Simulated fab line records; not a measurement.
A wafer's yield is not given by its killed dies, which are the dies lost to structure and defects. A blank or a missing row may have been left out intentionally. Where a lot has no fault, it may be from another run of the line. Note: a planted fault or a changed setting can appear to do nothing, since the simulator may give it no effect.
Which tool was responsible?    flow gf180mcu    72 wafers from 24 lots sampled at 4 of the route's 602 steps

## WHAT THE GAUGES SHOWED, per wafer
GF_CONTACT_THK_MEAS_26: measures by xrf. Usual: for CONTACT_W_THK the level is 290 nm and the standard deviation is 5.5.
lot   measured      on             CONTACT_W_THK (nm)  flag
L074  day 16 04:20  film metro-04  289 291 289         
L075  day 16 11:16  film metro-01  294 288 297         
L076  day 16 21:55  film metro-04  292 289 286         
L077  day 17 10:22  film metro-01  285 294 285         
L078  day 17 17:31  film metro-04  292 289 280         
L079  day 18 02:21  film metro-03  283 284 283         
L080  day 18 12:55  film metro-01  282 288 284         
L081  day 18 23:53  film metro-03  291 293 290         
L082  day 19 08:59  film metro-04  292 285 284         
L083  day 19 21:32  film metro-01  295 298 293         
L084  day 20 06:56  film metro-04  292 286 291         
L085  day 20 08:17  film metro-03  283 291 282         
L086  day 20 18:23  film metro-04  299 297 298         
L087  day 21 04:16  film metro-03  299 298 298         
L088  day 21 15:05  film metro-04  291 294 294         
L089  day 21 20:40  film metro-01  280 291 279         
L090  day 22 01:41  film metro-03  283 281 294         
L091  day 22 09:55  film metro-04  298 298 298         
L092  day 22 15:14  film metro-01  283 289 291         
L093  day 23 02:05  film metro-03  292 289 294         
L094  day 23 12:19  film metro-04  295 291 292         
L095  day 23 17:08  film metro-04  294 286 295         
L096  day 23 21:20  film metro-01  292 286 282         
L097  day 24 06:45  film metro-04  296 295 295         

GF_V2_BOW_MEAS_05. Usual: for V2_BOW the level is 99 um and the standard deviation is 7.4.
lot   measured      on             V2_BOW (um)  flag
L074  day 19 07:44  film metro-03  99 108 103   
L075  day 19 15:17  film metro-03  97 107 98    
L076  day 20 02:20  film metro-04  90 104 100   
L077  day 20 15:47  film metro-04  99 102 115   
L078  day 20 22:41  film metro-04  105 108 102  
L079  day 21 08:21  film metro-01  87 100 101   
L080  day 21 19:05  film metro-03  103 97 102   
L081  day 22 05:34  film metro-01  103 98 98    
L082  day 22 14:08  film metro-01  111 98 100   
L083  day 23 02:44  film metro-01  99 88 105    
L084  day 23 10:38  film metro-04  92 87 103    
L085  day 23 11:47  film metro-03  112 113 109  
L086  day 23 21:45  film metro-01  112 91 101   
L087  day 24 06:43  film metro-01  100 87 101   
L088  day 24 16:26  film metro-04  104 105 93   
L089  day 24 22:05  film metro-01  90 93 98     
L090  day 25 03:24  film metro-04  105 88 93    
L091  day 25 08:46  film metro-03  103 111 87   
L092  day 25 15:13  film metro-04  93 90 103    
L093  day 26 01:35  film metro-03  97 90 91     
L094  day 26 10:02  film metro-03  104 90 99    
L095  day 26 14:37  film metro-01  105 98 82    
L096  day 26 18:56  film metro-04  98 89 101    
L097  day 27 03:42  film metro-01  101 85 98    

## EACH LOT AND THE TOOL THAT RAN IT (in order: tool; ch and the chambers of the sampled wafers; start)
lot   GF_V1_ETCH_16                       GF_V1_ETCH_17
L074  rie diel-01 ch 0,2,3, day 18 04:16  rie diel-01 ch 0,2,3, day 19 07:44 or earlier
L075  rie diel-01 ch 0,2, day 18 12:49    rie diel-01 ch 0,2, day 19 15:17 or earlier
L076  rie diel-04 ch 2,3, day 18 22:31    rie diel-04 ch 2,3, day 20 02:20 or earlier
L077  rie diel-04 ch 0,2,3, day 19 12:10  rie diel-04 ch 0,2,3, day 20 15:47 or earlier
L078  rie diel-02 ch 0,1,2, day 19 19:52  rie diel-02 ch 0,1,2, day 20 22:41 or earlier
L079  rie diel-01 ch 0,2,3, day 20 05:25  rie diel-01 ch 0,2,3, day 21 08:21 or earlier
L080  rie diel-02 ch 0,2, day 20 15:43    rie diel-02 ch 0,2, day 21 19:05 or earlier
L081  rie diel-01 ch 0,1,2, day 21 02:46  rie diel-01 ch 0,1,2, day 22 05:34 or earlier
L082  rie diel-02 ch 1,2, day 21 11:25    rie diel-02 ch 1,2, day 22 14:08 or earlier
L083  rie diel-04 ch 0,1,3, day 21 23:37  rie diel-04 ch 0,1,3, day 23 02:44 or earlier
L084  rie diel-02 ch 1,2,3, day 22 08:53  rie diel-02 ch 1,2,3, day 23 10:38 or earlier
L085  rie diel-04 ch 0,2, day 22 10:04    rie diel-04 ch 0,2, day 23 11:47 or earlier
L086  rie diel-02 ch 2,3, day 22 19:58    rie diel-02 ch 2,3, day 23 21:45 or earlier
L087  rie diel-01 ch 0,1,2, day 23 05:13  rie diel-01 ch 0,1,2, day 24 06:43 or earlier
L088  rie diel-02 ch 1,3, day 23 15:13    rie diel-02 ch 1,3, day 24 16:26 or earlier
L089  rie diel-04 ch 1,2,3, day 23 20:45  rie diel-04 ch 1,2,3, day 24 22:05 or earlier
L090  rie diel-04 ch 0,1,2, day 24 02:22  rie diel-04 ch 0,1,2, day 25 03:24 or earlier
L091  rie diel-04 ch 1,2, day 24 08:13    rie diel-04 ch 1,2, day 25 08:46 or earlier
L092  rie diel-01 ch 1,3, day 24 14:15    rie diel-01 ch 1,3, day 25 15:13 or earlier
L093  rie diel-04 ch 0,3, day 25 01:13    rie diel-04 ch 0,3, day 26 01:35 or earlier
L094  rie diel-04 ch 0,1,2, day 25 09:52  rie diel-04 ch 0,1,2, day 26 10:02 or earlier
L095  rie diel-01 ch 1,2,3, day 25 14:37  rie diel-01 ch 1,2,3, day 26 14:37 or earlier
L096  rie diel-04 ch 1,2, day 25 19:22    rie diel-04 ch 1,2, day 26 18:56 or earlier
L097  rie diel-01 ch 0,1,2, day 26 04:04  rie diel-01 ch 0,1,2, day 27 03:42 or earlier
- GF_V1_ETCH_16: etches BARC in N2/H2.
- GF_V1_ETCH_17: etches SiO2 in C4F8/O2/Ar, stops on TiN, target depth 630 nm.

## AS READ BY THE TOOLS THEMSELVES (means over the sampled wafers that have a number; for cases with no such wafer, the mark the record gives instead)
GF_V1_ETCH_16. Usual: drypump motor current A 5.7 A, standard deviation 0.39; oes product au 0.854 a.u., standard deviation 0.0045; throttle valve pct 13.224 %, standard deviation 0.01.
lot   tool         drypump motor current A (A)  oes product au (a.u.)  throttle valve pct (%)  flag
L074  rie diel-01  6.0                          0.855                  13.224                  
L075  rie diel-01  6.0                          0.850                  13.220                  
L076  rie diel-04  5.5                          0.856                  13.218                  
L077  rie diel-04  5.4                          0.855                  13.224                  
L078  rie diel-02  5.9                          0.852                  13.216                  
L079  rie diel-01  5.9                          0.856                  13.223                  
L080  rie diel-02  6.3                          0.851                  13.232                  
L081  rie diel-01  5.9                          0.853                  13.225                  
L082  rie diel-02  5.4                          0.850                  13.216                  
L083  rie diel-04  5.7                          0.857                  13.231                  
L084  rie diel-02  5.4                          0.854                  13.232                  
L085  rie diel-04  5.4                          0.856                  13.232                  
L086  rie diel-02  5.6                          0.855                  13.220                  
L087  rie diel-01  5.9                          0.854                  13.219                  
L088  rie diel-02  5.2                          0.853                  13.227                  
L089  rie diel-04  5.7                          0.854                  13.237                  
L090  rie diel-04  5.6                          0.854                  13.221                  
L091  rie diel-04  6.0                          0.860                  13.221                  
L092  rie diel-01  5.7                          0.860                  13.223                  
L093  rie diel-04  5.3                          0.856                  13.220                  
L094  rie diel-04  5.7                          0.854                  13.222                  
L095  rie diel-01  5.9                          0.856                  13.231                  
L096  rie diel-04  6.0                          0.854                  13.221                  
L097  rie diel-01  5.9                          0.848                  13.217                  

GF_V1_ETCH_17. Usual: oes product au 0.856 a.u., standard deviation 0.0049.
lot   tool         oes product au (a.u.)  flag
L074  rie diel-01  0.856                  
L075  rie diel-01  0.853                  
L076  rie diel-04  0.854                  
L077  rie diel-04  0.854                  
L078  rie diel-02  0.858                  
L079  rie diel-01  0.860                  
L080  rie diel-02  0.852                  
L081  rie diel-01  0.857                  
L082  rie diel-02  0.857                  
L083  rie diel-04  0.854                  
L084  rie diel-02  0.850                  
L085  rie diel-04  0.858                  
L086  rie diel-02  0.858                  
L087  rie diel-01  0.853                  
L088  rie diel-02  0.852                  
L089  rie diel-04  0.857                  
L090  rie diel-04  0.859                  
L091  rie diel-04  0.853                  
L092  rie diel-01  0.852                  
L093  rie diel-04  0.857                  
L094  rie diel-04  0.857                  
L095  rie diel-01  0.853                  
L096  rie diel-04  0.858                  
L097  rie diel-01  0.856                  

## THE ANSWER, worked out from the rows above alone
Rule: a lot counts as off when the mean over its wafers that have a number is more than 3 standard deviations away from the usual mean. Also off: a lot with no number at a reading for which 4 or more lots have one. Where the step has rows for the other lots, those lots are counted as sound. After the gauges, taken in route order, come the tools' own readings; for these a lot's mean is taken, as printed above. The first step at which some lot is off is used, and at that step the reading that is off furthest; a lot without a number counts as furthest.
No lot is off on any of the readings shown, so nothing can be concluded from this.

## WHAT THE SIMULATOR PUT IN
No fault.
